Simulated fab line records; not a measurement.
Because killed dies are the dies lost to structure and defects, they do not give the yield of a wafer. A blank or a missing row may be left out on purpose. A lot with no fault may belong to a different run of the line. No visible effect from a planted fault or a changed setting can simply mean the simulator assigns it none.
Matching of chambers -- flow sky130 -- cmp-02 running SKY_LI_CONTACT_CMP_02: 4 sister chambers
The step polishes PSG. 8 wafers are shown with their chamber, then 9 later ones without.

== EACH WAFER AND ITS CHAMBER ==
wafer,chamber,motor_current_A (A),edge_zone_pressure_frac
L452.3,2,11.7,1.004
L455.4,1,13.0,0.997
L456.1,2,11.8,1.003
L456.2,0,13.6,1.000
L456.3,3,13.0,0.996
L461.1,0,13.9,1.005
L461.3,3,13.2,0.997
L461.4,1,12.9,0.996

== WAFERS WITH NO CHAMBER GIVEN ==
wafer,motor_current_A (A),edge_zone_pressure_frac
L462.2,12.7,1.004
L462.3,11.8,1.004
L462.6,13.0,1.002
L468.1,12.9,0.997
L468.3,12.0,1.000
L468.4,12.7,1.000
L470.3,12.5,0.996
L470.4,13.0,0.999
L470.5,12.6,0.998

== CHAMBER TAKEN BY EACH ==
wafer,from the rows above,in truth
L462.2,can't be placed: 1 or 3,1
L462.3,2,2
L462.6,can't be placed: 1 or 3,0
L468.1,can't be placed: 1 or 3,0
L468.3,2,2
L468.4,can't be placed: 1 or 3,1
L470.3,can't be placed: 1 or 3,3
L470.4,can't be placed: 1 or 3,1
L470.5,can't be placed: 1 or 3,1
2 of 9 placed correctly. Cannot be placed on the basis of these rows: 7; the candidates contain the true chamber in 5. Wrongly placed: 0.
How it was worked out, from the rows above alone: a wafer's distance from a chamber is the root of the sum, over the readings, of the square of ((its reading less the chamber's mean) divided by the reading's scatter). If the next closest chamber is less than 2 further off than the closest, the wafer can't be placed; otherwise it belongs to the closest. The mean given for a chamber averages the wafers shown for that chamber. The scatter is the square root of a quotient: the sum, over the shown wafers, of each reading's squared deviation from its chamber's mean, divided by wafers minus chambers.
